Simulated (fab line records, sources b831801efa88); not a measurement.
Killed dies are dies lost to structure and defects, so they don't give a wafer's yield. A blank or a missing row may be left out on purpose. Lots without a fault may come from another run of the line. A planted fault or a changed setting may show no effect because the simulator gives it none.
Problem report in the 8D (eight disciplines) form, filled by code | flow gf180mcu | the parts of the form that need people (team, actions taken, sign-off) are left out

1. THE PROBLEM
DUAL_GATE_OXIDATION_00_THK at GF_DUAL_GATE_THK_MEAS_03 reads a mean of 12.51 nm on 6 wafers of 2 lots; wafers without a fault read 10.87 nm with a standard deviation of 0.23. That is +7.1 standard deviations from the usual mean.
First seen on wafer L494.2, day 13 02:32, on film_metro-02. The record holds 42 wafers of 14 lots with a number at this step. Rule for "out", or "out of limits": more than 4 standard deviations from the usual mean. The other wafers with a number count as sound.

2. WHAT IT IS AND WHAT IT IS NOT
question                    | is                         | is not
which readings at this step | DUAL_GATE_OXIDATION_00_THK | -
which lots                  | L494, L495                 | L476, L477, L479, L480, L481, L482, L483, L485, L486, L487, L488, L497
which wafers of those lots  | all that have a number     | -
read on which gauges        | film_metro-02              | film_metro-03, film_metro-04
when                        | from day 13 02:32          | up to then (33 sound wafers); but 3 sound wafers of L497 came after

3. SUSPECTS, AND WHAT RULES EACH OUT
Counting: a tool at a process step up to the reading stays a suspect if it ran every lot that is out and no sound lot after the first of them.
- the gauge at GF_DUAL_GATE_THK_MEAS_03: kept. All the wafers that are out were read on film_metro-02, and no step on other tools shows them out.
- furnace-02 at GF_DUAL_GATE_OXIDATION_02 (stabilise 600 s, purge 300 s, target thk 10.887 nm): kept. It ran every lot that is out, first L494 (day 13 01:05), and no sound lot after that; its last sound lot up to then is L488 (day 10 22:51).
Left after counting: furnace-02 at GF_DUAL_GATE_OXIDATION_02, film_metro-02 at GF_DUAL_GATE_THK_MEAS_03.

4. THE CAUSE (what the simulator had put in)
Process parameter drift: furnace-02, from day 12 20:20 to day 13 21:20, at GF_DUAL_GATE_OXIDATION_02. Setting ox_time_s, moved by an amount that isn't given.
Counting left 2 suspects, and this tool is among them.

5. THE CHAIN OF EFFECTS, in route order
Each row: a reading whose mean over the struck wafers that have a number lies more than 3 standard deviations from the usual. Only readings for which the record gives a usual standard deviation are gone through. hours: the time from each lot's start at the first step in this table that gives one to its start at this step, as a median over the lots. sigmas: the change in usual standard deviations.
hours | step                     | reading                    | usual    | on struck wafers | change | sigmas
0     | GF_DUAL_GATE_THK_MEAS_03 | DUAL_GATE_OXIDATION_00_THK | 10.87 nm | 12.51            | +1.64  | +7.1
Later measuring or inspecting steps at which every struck wafer that the step has a row for has a number for every such reading, and none has moved that far: GF_DUAL_GATE_OVL_MEAS_11, GF_HV_LDD_TW_MEAS_11, GF_SALICIDE_RS_MEAS_04.

6. WHAT WOULD HAVE CAUGHT IT SOONER
In this record the first reading out of limits at a measuring or inspecting step was taken at day 13 02:32, 6 hours after the fault began at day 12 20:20.
Of the tool readings at GF_DUAL_GATE_OXIDATION_02 for which the record gives a usual standard deviation, none was out on any struck wafer, so an alarm limit of 4 standard deviations on them would not have fired.
Of the lots that are out (2), L495 began GF_DUAL_GATE_OXIDATION_02 on furnace-02 after day 13 02:32. A hold on the tool at that time would have spared it.
